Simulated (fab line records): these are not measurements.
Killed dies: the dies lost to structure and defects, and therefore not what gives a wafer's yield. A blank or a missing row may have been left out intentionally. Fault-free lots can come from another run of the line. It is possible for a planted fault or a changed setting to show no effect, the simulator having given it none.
fab line records	flow gf180mcu
record: lots: 7	wafers: 18	last-day: 34
route steps=602 shown V4@492 MIM@503 M5@526
lots untouched by any fault: they come from a run of this same line in which no faults occurred
start-h: hours from the record's opening day to when the first of the lot's shown wafers began	wait-h: hours from the lot's prior step to this one	" identical to the entry in the row above	L1.1+2: a row that stands for several wafers	- no value, or no start was given	* or withheld: withheld	< > ~ a bound
route shown NAME@n: names a module that has steps shown in the file, with the first one's number in the route	usual: the fault-free wafers' mean and standard deviation	same: alike in all rows	chamber/n: place in a boat	sites: the reading at each site	_std_site: standard deviation of those values	_edge_site: mean of outer sites minus mean of inner sites	radius-mm: how far each site lies from the wafer's centre	mask NAME#n: copy n	behind: tool/chamber where the wafer was last shaped	hold: what put the lot on hold/how long, in hours/how the hold closed	device: the transistor (n, p or np) that didn't switch	end of line: tests run on the same wafers once the route is complete	a step with no rows: only its recipe	killed: not the wafer's yield, but the dies lost to structure and defects at the first sort	map: dies across one wafer; x = killed, . = not, _ = none there
set.NAME: the setting that was run; set.NAME@STEP: the one run at that earlier step	model.NAME: the simulator's own value behind a step, which no gauge read
lots at some steps of the route; a table a step, a row a wafer
services: a tool's chamber out of use, with start hour (start-h, from the record's first day; less than 0 if before it), hours out, and reason
== steps ==
step: GF_V4_ETCH_16
recipe: chemistry: N2/H2	target-depth-a: withheld	overetch-a: withheld	time-s: withheld	target: BARC	ion-energy-ev: 200	source-w: 500	bias-w: 100	pressure-mtorr: 30	n2-flow-sccm: 100	h2-flow-sccm: 200
usual: drypump-motor-current-A: 5.6/0.57	oes-product-au: 0.855/0.0048	throttle-valve-pct: 13.226/0.0091
lot.wafer	tool	chamber	start-h	wait-h	drypump-motor-current-A	oes-product-au	throttle-valve-pct
L490.2	rie-diel-01	3	593.65	0.0	6.2	0.857	13.226
L490.4	"	2	"	"	4.9	0.857	13.221
L490.5	"	0	"	"	5.0	0.859	13.214
L495.3	rie-diel-01	2	626.50	0.0	4.9	0.853	13.217
L495.5	"	1	"	"	6.2	0.856	13.221
L497.3	rie-diel-03	2	645.10	0.0	4.8	0.850	13.229
L497.5	"	3	"	"	5.7	0.850	13.229
L498.2	rie-diel-03	1	653.10	0.0	5.4	0.853	13.235
L498.5	"	0	"	"	5.2	0.851	13.224
L503.2	rie-diel-04	1	684.55	0.0	6.1	0.852	13.213
L503.3	"	2	"	"	6.3	0.858	13.224
L503.4	"	0	"	"	4.9	0.855	13.204
L504.1	rie-diel-01	1	693.40	0.0	6.2	0.854	13.224
L504.4	"	2	"	"	4.9	0.856	13.223
L504.6	"	0	"	"	5.0	0.860	13.226
L508.2	rie-diel-04	1	721.65	0.0	6.1	0.859	13.223
L508.3	"	0	"	"	4.8	0.854	13.238
L508.4	"	2	"	"	6.2	0.855	13.220
step: GF_V4_ETCH_17
recipe: chemistry: C4F8/O2/Ar	mask-material: KrF	target: SiO2	stop-on: TiN	source-w: 1500	bias-w: 1200	pressure-mtorr: 40	c4f8-flow-sccm: withheld	O2_flow_sccm: 6	Ar_flow_sccm: 300	time-s: withheld	target-depth-a: 6300
step: GF_V4_STRIP_18
recipe: chemistry: O2/N2	power-w: 1400	pressure-mtorr: 1500	platen-temp-c: 250	o2-flow-sccm: 3000	n2-flow-sccm: 300	overash-fraction: 0.5
usual: drypump-motor-current-A: 5.9/0.31	heater-power-w: 326/17	oes-product-au: 0.591/0.005
lot.wafer	tool	chamber	start-h	wait-h	drypump-motor-current-A	heater-power-w	oes-product-au	rf-hours-counter-h
L490.2	plasma-asher-03	1	593.78	-	6.0	315	0.594	88
L490.4	"	0	"	"	6.4	329	0.588	-
L490.5	"	0	"	"	6.4	324	0.594	-
L495.3	plasma-asher-03	0	626.67	-	6.5	331	0.596	-
L495.5	"	1	"	"	6.0	327	0.594	-
L497.3	plasma-asher-02	1	645.26	-	5.7	342	0.592	-
L497.5	"	0	"	"	6.0	310	0.592	-
L498.2	plasma-asher-01	1	653.23	-	5.3	316	0.587	87
L498.5	"	0	"	"	5.9	329	0.588	-
L503.2	plasma-asher-02	1	684.68	-	5.7	348	0.596	56
L503.3	"	0	"	"	6.0	310	0.583	-
L503.4	"	1	"	"	5.7	347	0.586	-
L504.1	plasma-asher-01	0	693.53	-	5.9	339	0.582	92
L504.4	"	0	"	"	5.9	331	0.583	-
L504.6	"	1	"	"	5.3	311	0.589	-
L508.2	plasma-asher-02	0	721.85	-	6.0	319	0.588	60
L508.3	"	1	"	"	5.7	349	0.593	-
L508.4	"	0	"	"	6.0	317	0.590	-
step: GF_V4_STRIP_19
recipe: chemistry: post-etch-residue-remover	time-s: 1200	temp-c: 72.5
step: GF_V4_CLEAN_20
recipe: chemistry: DIW	dry: n2-spin
step: GF_V4_SPUTTER_21
recipe: material: Ti	target-thk-nm: 15	chamber-pressure-pa: 5	power-w: 2500	substrate-temp-c: 200	time-s: 80.02
step: GF_V4_SPUTTER_22
recipe: material: TiN	target-thk-nm: 10	chamber-pressure-pa: 5	power-w: 4000	time-s: 40
usual: throttle-valve-pct: 30.3/0.84
lot.wafer	tool	chamber	start-h	wait-h	throttle-valve-pct
L490.2	pvd-sputter-03	-	594.47	0.0	29.4
L490.4	"	-	"	"	29.9
L490.5	"	-	"	"	30.2
L495.3	pvd-sputter-03	-	627.24	0.0	29.3
L495.5	"	-	"	"	31.1
L497.3	pvd-sputter-03	-	645.86	0.0	30.2
L497.5	"	-	"	"	29.6
L498.2	pvd-sputter-03	-	653.83	0.0	29.4
L498.5	"	-	"	"	30.8
L503.2	pvd-sputter-03	-	685.41	0.0	30.1
L503.3	"	-	"	"	30.6
L503.4	"	-	"	"	29.5
L504.1	pvd-sputter-02	-	694.12	0.0	31.0
L504.4	"	-	"	"	28.5
L504.6	"	-	"	"	29.2
L508.2	pvd-sputter-03	-	722.44	0.0	29.5
L508.3	"	-	"	"	30.7
L508.4	"	-	"	"	30.0
step: GF_V4_CVD_23
recipe: material: W	target-thk-nm: 350	time-s: 104.9	temp-c: 400	pressure-torr: 40
step: GF_V4_RS_MEAS_24
recipe: thk-meas-gauge: four-point-probe	reads: W_of_V4_CVD_23+TiN_of_V4_SPUTTER_22+Ti_of_V4_SPUTTER_21
usual: V4_W_RS: 0.331/0.0036
lot.wafer	tool	chamber	start-h	wait-h	V4_W_RS[ohm/sq]
L490.2	film-metro-02	-	594.64	0.1	0.333
L490.4	"	-	"	"	0.337
L490.5	"	-	"	"	0.337
L495.3	film-metro-03	-	627.43	0.1	0.331
L495.5	"	-	"	"	0.333
L497.3	film-metro-03	-	646.05	0.1	0.333
L497.5	"	-	"	"	0.336
L498.2	film-metro-02	-	654.00	0.1	0.323
L498.5	"	-	"	"	0.324
L503.2	film-metro-02	-	685.58	0.1	0.328
L503.3	"	-	"	"	0.334
L503.4	"	-	"	"	0.330
L504.1	film-metro-03	-	694.27	0.1	0.335
L504.4	"	-	"	"	0.333
L504.6	"	-	"	"	0.335
L508.2	film-metro-02	-	722.62	0.1	0.332
L508.3	"	-	"	"	0.332
L508.4	"	-	"	"	0.329
step: GF_V4_THK_MEAS_25
recipe: thk-meas-gauge: xrf	reads: W_of_V4_CVD_23
usual: V4_W_THK: 353/4.3
lot.wafer	tool	chamber	start-h	wait-h	V4_W_THK[nm]
L490.2	film-metro-02	-	594.75	0.1	351
L490.4	"	-	"	"	346
L490.5	"	-	"	"	345
L495.3	film-metro-03	-	627.53	0.1	354
L495.5	"	-	"	"	352
L497.3	film-metro-03	-	646.15	0.1	354
L497.5	"	-	"	"	351
L498.2	film-metro-02	-	654.11	0.1	355
L498.5	"	-	"	"	359
L503.2	film-metro-02	-	685.69	0.1	358
L503.3	"	-	"	"	349
L503.4	"	-	"	"	354
L504.1	film-metro-03	-	694.39	0.1	354
L504.4	"	-	"	"	358
L504.6	"	-	"	"	354
L508.2	film-metro-02	-	722.73	0.1	350
L508.3	"	-	"	"	353
L508.4	"	-	"	"	355
step: GF_V4_CMP_26
recipe: stop-on: SiO2	down-force-psi: 3.5	platen-rpm: 60	t-overpolish-s: 15	target-thk-nm: 0	pad-velocity-m-s: 0.94248
step: GF_MIM_SPUTTER_00
recipe: material: Ti	target-thk-nm: 37.5	arriving-ion-energy-ev: 80	substrate-temp-c: 200	chamber-pressure-pa: 2	power-w: 4000	time-s: 150
step: GF_MIM_SPUTTER_01
recipe: material: TiN	target-thk-nm: 30	power-w: 6500	time-s: 25	chamber-pressure-pa: 0.4
usual: throttle-valve-pct: 30.3/0.93
lot.wafer	tool	chamber	start-h	wait-h	throttle-valve-pct	model.TiN_of_MIM_SPUTTER_01.thk-nm
L490.2	pvd-sputter-01	-	595.20	0.1	29.6	29.99
L490.4	"	-	"	"	29.7	29.95
L490.5	"	-	"	"	30.6	29.61
L495.3	pvd-sputter-04	-	627.97	0.1	30.1	36.83
L495.5	"	-	"	"	30.5	37
L497.3	pvd-sputter-04	-	646.59	0.1	30.7	36.14
L497.5	"	-	"	"	29.1	36.81
L498.2	pvd-sputter-04	-	654.56	0.1	29.1	30.69
L498.5	"	-	"	"	29.0	37.03
L503.2	pvd-sputter-01	-	686.14	0.1	30.0	29.59
L503.3	"	-	"	"	29.5	29.61
L503.4	"	-	"	"	30.2	29.77
L504.1	pvd-sputter-03	-	694.85	0.1	30.9	29.94
L504.4	"	-	"	"	30.8	30.24
L504.6	"	-	"	"	29.5	29.91
L508.2	pvd-sputter-04	-	723.18	0.1	30.4	30
L508.3	"	-	"	"	29.1	30.14
L508.4	"	-	"	"	29.0	30.08
step: GF_MIM_SPUTTER_02
recipe: material: AlCu	target-thk-nm: 450	power-w: 10600	time-s: 23.9	chamber-pressure-pa: 0.4
step: GF_MIM_SPUTTER_03
recipe: material: Ti	target-thk-nm: 10	substrate-temp-c: 300	chamber-pressure-pa: 0.3	power-w: 3000	time-s: 6.7
usual: throttle-valve-pct: 30.3/0.93
lot.wafer	tool	chamber	start-h	wait-h	throttle-valve-pct
L490.2	pvd-sputter-01	-	595.26	0.0	29.5
L490.4	"	-	"	"	29.8
L490.5	"	-	"	"	30.5
L495.3	pvd-sputter-04	-	628.03	0.0	30.5
L495.5	"	-	"	"	30.5
L497.3	pvd-sputter-04	-	646.66	0.0	30.8
L497.5	"	-	"	"	29.3
L498.2	pvd-sputter-04	-	654.62	0.0	29.0
L498.5	"	-	"	"	29.2
L503.2	pvd-sputter-01	-	686.20	0.0	30.0
L503.3	"	-	"	"	29.4
L503.4	"	-	"	"	30.3
L504.1	pvd-sputter-03	-	694.91	0.0	30.8
L504.4	"	-	"	"	30.8
L504.6	"	-	"	"	29.3
L508.2	pvd-sputter-04	-	723.24	0.0	30.3
L508.3	"	-	"	"	29.2
L508.4	"	-	"	"	29.1
step: GF_MIM_SPUTTER_04
recipe: material: TiN	target-thk-nm: 50	power-w: 6500	time-s: 41.7	chamber-pressure-pa: 0.4
step: GF_MIM_CVD_05
recipe: material: Si3N4	target-thk-nm: 42	temp-max-c: 400	temp-c: 385	time-s: 29.086	rf-w: 450
usual: heater-power-w: 697/110
lot.wafer	tool	chamber	start-h	wait-h	heater-power-w	since-wet-clean-h
L490.2	pecvd-02	0	595.32	0.0	695	212
L490.4	"	2	"	"	539	-
L490.5	"	1	"	"	810	-
L495.3	pecvd-04	0	628.09	0.0	721	662
L495.5	"	1	"	"	638	-
L497.3	pecvd-04	2	646.72	0.0	635	680
L497.5	"	2	"	"	651	-
L498.2	pecvd-04	2	654.68	0.0	613	688
L498.5	"	0	"	"	598	-
L503.2	pecvd-01	0	686.27	0.0	968	81
L503.3	"	2	"	"	748	81
L503.4	"	1	"	"	785	-
L504.1	pecvd-02	0	694.97	0.0	698	312
L504.4	"	0	"	"	708	-
L504.6	"	0	"	"	701	-
L508.2	pecvd-04	1	723.30	0.0	654	757
L508.3	"	2	"	"	735	757
L508.4	"	2	"	"	729	-
step: GF_MIM_THK_MEAS_06
recipe: reads: Si3N4_of_MIM_CVD_05
usual: MIM_CVD_05_THK: 42.1/0.51
lot.wafer	tool	chamber	start-h	wait-h	MIM_CVD_05_THK[nm]
L490.2	film-metro-04	-	595.40	0.1	41.8
L490.4	"	-	"	"	42.3
L490.5	"	-	"	"	41.8
L495.3	film-metro-02	-	628.14	0.0	41.6
L495.5	"	-	"	"	42.4
L497.3	film-metro-04	-	646.77	0.0	41.4
L497.5	"	-	"	"	41.8
L498.2	film-metro-04	-	654.72	0.0	42.0
L498.5	"	-	"	"	42.5
L503.2	film-metro-02	-	686.31	0.0	41.3
L503.3	"	-	"	"	41.3
L503.4	"	-	"	"	42.2
L504.1	film-metro-01	-	695.02	0.0	41.1
L504.4	"	-	"	"	42.2
L504.6	"	-	"	"	41.4
L508.2	film-metro-01	-	723.34	0.0	42.5
L508.3	"	-	"	"	42.3
L508.4	"	-	"	"	42.7
step: GF_MIM_SPUTTER_07
recipe: material: TiN	target-thk-nm: 60	power-w: 6500	time-s: 50	chamber-pressure-pa: 0.4
step: GF_MIM_SPUTTER_08
recipe: material: AlCu	target-thk-nm: 200	power-w: 10600	time-s: 10.6	chamber-pressure-pa: 0.4
step: GF_MIM_SPUTTER_09
recipe: material: TiN	target-thk-nm: 35	power-w: 6500	time-s: 29.2	chamber-pressure-pa: 0.4
step: GF_MIM_RS_MEAS_10
recipe: thk-meas-gauge: four-point-probe	reads: TiN_of_MIM_SPUTTER_09+AlCu_of_MIM_SPUTTER_08+TiN_of_MIM_SPUTTER_07
usual: MIM_ALCU_RS: 0.1597/0.0021
lot.wafer	tool	chamber	start-h	wait-h	MIM_ALCU_RS[ohm/sq]
L490.2	film-metro-04	-	595.57	0.0	0.1623
L490.4	"	-	"	"	0.1630
L490.5	"	-	"	"	0.1632
L495.3	film-metro-04	-	628.32	0.1	0.1566
L495.5	"	-	"	"	0.1558
L497.3	film-metro-01	-	646.95	0.1	0.1595
L497.5	"	-	"	"	0.1592
L498.2	film-metro-02	-	654.89	0.0	0.1570
L498.5	"	-	"	"	0.1582
L503.2	film-metro-02	-	686.48	0.0	0.1555
L503.3	"	-	"	"	0.1581
L503.4	"	-	"	"	0.1545
L504.1	film-metro-01	-	695.18	0.0	0.1591
L504.4	"	-	"	"	0.1594
L504.6	"	-	"	"	0.1587
L508.2	film-metro-02	-	723.51	0.0	0.1598
L508.3	"	-	"	"	0.1607
L508.4	"	-	"	"	0.1600
step: GF_MIM_THK_MEAS_11
recipe: thk-meas-gauge: xrf	reads: AlCu_of_MIM_SPUTTER_08
usual: MIM_ALCU_THK: 197.1/2.6
lot.wafer	tool	chamber	start-h	wait-h	MIM_ALCU_THK[nm]
L490.2	film-metro-04	-	595.68	0.1	194.9
L490.4	"	-	"	"	193.0
L490.5	"	-	"	"	192.6
L495.3	film-metro-04	-	628.42	0.1	200.7
L495.5	"	-	"	"	200.1
L497.3	film-metro-01	-	647.05	0.1	198.0
L497.5	"	-	"	"	196.5
L498.2	film-metro-02	-	655.00	0.1	201.0
L498.5	"	-	"	"	199.2
L503.2	film-metro-02	-	686.59	0.1	202.1
L503.3	"	-	"	"	198.7
L503.4	"	-	"	"	203.4
L504.1	film-metro-01	-	695.30	0.1	197.8
L504.4	"	-	"	"	199.1
L504.6	"	-	"	"	196.8
L508.2	film-metro-02	-	723.62	0.1	197.7
L508.3	"	-	"	"	197.0
L508.4	"	-	"	"	196.7
step: GF_MIM_DEHYDRATE_12
recipe: temp-c: 200	time-s: 60
step: GF_MIM_HMDS_13
recipe: prime-time-s: 60	prime-temp-c: 120
step: GF_MIM_COAT_14
recipe: resist: NOVOLAK	spin-rpm: 3000	resist-thk-nm: 1000
step: GF_MIM_SOFTBAKE_15
recipe: temp-c: 90	time-s: 60	resist: NOVOLAK
step: GF_MIM_EXPOSE_16
recipe: mask-id: FuseTop	target-cd-nm: 2000	na: 0.6	source-shape: conventional	sigma-outer: 0.6	dose-mj: 140
step: GF_MIM_PEB_17
recipe: temp-c: withheld	time-s: *	resist: NOVOLAK
step: GF_MIM_DEVELOP_18
recipe: develop-time-s: 60	dev-temp-c: 23
step: GF_MIM_METAL_ETCH_19
recipe: chemistry: Cl2/BCl3	mask-material: NOVOLAK	stop-on: Si3N4	target-depth-nm: 324.5	pressure-mtorr: 8	icp-w: 800	bias-w: 140	Cl2_flow_sccm: 80	bcl3-flow-sccm: 40	time-s: 54.1
step: GF_MIM_STRIP_20
recipe: chemistry: O2/N2	power-w: 1400	pressure-mtorr: 1500	platen-temp-c: 250	o2-flow-sccm: 3000	n2-flow-sccm: 300	overash-fraction: 0.5
step: GF_MIM_STRIP_21
recipe: chemistry: post-etch-residue-remover	time-s: 1200	temp-c: 72.5
step: GF_MIM_CLEAN_22
recipe: chemistry: DIW	dry: n2-spin
step: GF_M5_DEHYDRATE_00
recipe: temp-c: 200	time-s: 60
step: GF_M5_HMDS_01
recipe: prime-time-s: 60	prime-temp-c: 120
step: GF_M5_COAT_02
recipe: resist: KrF	spin-rpm: withheld	resist-thk-nm: 1000
step: GF_M5_SOFTBAKE_03
recipe: temp-c: 130	time-s: 60	resist: KrF
step: GF_M5_EXPOSE_04
recipe: mask-id: Metal5	target-cd-nm: 280	na: 0.68	source-shape: conventional	sigma-outer: 0.6	dose-mj: 28
step: GF_M5_PEB_05
recipe: peb-temp-c: 135	peb-time-s: 90	resist: KrF
step: GF_M5_DEVELOP_06
recipe: develop-time-s: 60	dev-temp-c: 21
step: GF_M5_CD_MEAS_07
recipe: target-cd-nm: 280
usual: cd-nm: 279.9/1.4
lot.wafer	tool	chamber	start-h	wait-h	cd-nm
L490.2	cd-sem-02	-	639.24	2.8	279.8
L490.4	"	-	"	"	280.1
L490.5	"	-	"	"	279.4
L495.3	cd-sem-02	-	665.83	0.1	278.1
L495.5	"	-	"	"	278.4
L497.3	cd-sem-01	-	685.78	0.1	278.4
L497.5	"	-	"	"	279.6
L498.2	cd-sem-01	-	693.60	0.1	278.8
L498.5	"	-	"	"	278.7
L503.2	cd-sem-02	-	723.95	0.1	281.0
L503.3	"	-	"	"	281.8
L503.4	"	-	"	"	281.3
L504.1	cd-sem-02	-	731.74	0.1	280.7
L504.4	"	-	"	"	280.8
L504.6	"	-	"	"	280.0
L508.2	cd-sem-01	-	756.80	0.1	280.2
L508.3	"	-	"	"	280.2
L508.4	"	-	"	"	281.3
step: GF_M5_METAL_ETCH_10
recipe: chemistry: Cl2/BCl3	mask-material: KrF	target-depth-nm: 627.5	stop-on: SiO2	pressure-mtorr: 8	icp-w: 800	bias-w: 140	Cl2_flow_sccm: 80	bcl3-flow-sccm: 40	time-s: 104.6
usual: drypump-motor-current-A: 5.80/0.2	oes-product-au: 0.973/0.0059	throttle-valve-pct: 28.248/0.011
lot.wafer	tool	chamber	start-h	wait-h	drypump-motor-current-A	oes-product-au	rf-hours-counter-h	throttle-valve-pct	model.M5.feature-depth-nm
L490.2	rie-metal-04	1	639.40	0.0	6.08	0.981	5	28.249	605.3
L490.4	"	0	"	"	5.73	0.972	-	28.247	598.7
L490.5	"	1	"	"	6.08	0.966	-	28.246	601
L495.3	rie-metal-01	1	666.01	0.0	5.73	0.980	-	28.241	607.8
L495.5	"	1	"	"	5.74	0.980	-	28.228	607.5
L497.3	rie-metal-04	1	685.96	0.0	6.06	0.977	-	28.257	611.5
L497.5	"	0	"	"	5.70	0.976	-	28.231	613.5
L498.2	rie-metal-04	0	693.76	0.0	5.70	0.980	8	28.250	611.9
L498.5	"	1	"	"	6.08	0.996	-	28.212	621
L503.2	rie-metal-02	0	724.11	0.0	5.97	0.972	7	28.256	602.6
L503.3	"	0	"	"	5.97	0.980	-	28.255	608.3
L503.4	"	1	"	"	5.79	0.978	-	28.257	605.6
L504.1	rie-metal-02	0	731.92	0.0	5.98	0.981	7	28.230	601.5
L504.4	"	0	"	"	5.96	0.958	-	28.250	597.9
L504.6	"	1	"	"	5.75	0.976	-	28.243	599.8
L508.2	rie-metal-01	0	757.00	0.0	5.47	0.972	-	28.269	603.2
L508.3	"	0	"	"	5.48	0.964	-	28.255	605.1
L508.4	"	0	"	"	5.49	0.972	-	28.239	604.8
== services ==
tool	chamber	start-h	hours	kind
rie-metal-01	-	584.92	0.9	repair
rie-metal-01	-	600.49	2.8	pm
rie-diel-04	-	605.72	0.7	repair
pvd-sputter-01	-	608.43	2.7	repair
plasma-asher-01	-	622.79	4.3	pm
pvd-sputter-01	-	631.50	1.1	repair
rie-diel-01	-	644.58	0.7	repair
pvd-sputter-03	-	651.00	1.5	repair
rie-diel-04	3	657.20	8.1	repair
pecvd-04	-	669.06	2.8	pm
rie-metal-04	1	671.94	5.0	repair
pecvd-02	1	685.58	19.6	repair
rie-metal-01	1	707.39	9.8	repair
pvd-sputter-01	-	716.54	3.5	repair
pvd-sputter-03	-	718.63	0.9	repair
plasma-asher-01	-	721.32	2.0	repair
plasma-asher-03	-	721.64	1.6	repair
rie-diel-01	-	730.90	2.8	pm
plasma-asher-01	-	733.78	9.0	pm
pvd-sputter-01	-	742.02	2.9	repair
rie-diel-04	3	744.17	5.7	repair
rie-diel-01	-	745.17	0.5	repair
rie-metal-02	-	747.78	0.8	repair
rie-metal-01	1	750.79	17.5	repair
== key ==
first-sign none at tools or gauges
model-effect: step: GF_MIM_SPUTTER_01	value: TiN_of_MIM_SPUTTER_01.thk-nm	without: 30.43	struck: 36.76
model-effect: step: GF_M5_METAL_ETCH_10	value: M5.feature-depth-nm	without: 605.9	struck: 612.3
met-at GF_MIM_SPUTTER_01
struck-wafers L495.3,L495.5,L497.3,L497.5,L498.5
fault: kind: process-parameter-drift	tool: pvd-sputter-04	chamber: -	onset-h: 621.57	steps: GF_MIM_SPUTTER_01	channel: time-s	offset: *	shape: step	end-h: 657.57	scope: struck-wafers-only	acts-in: *	stated: *
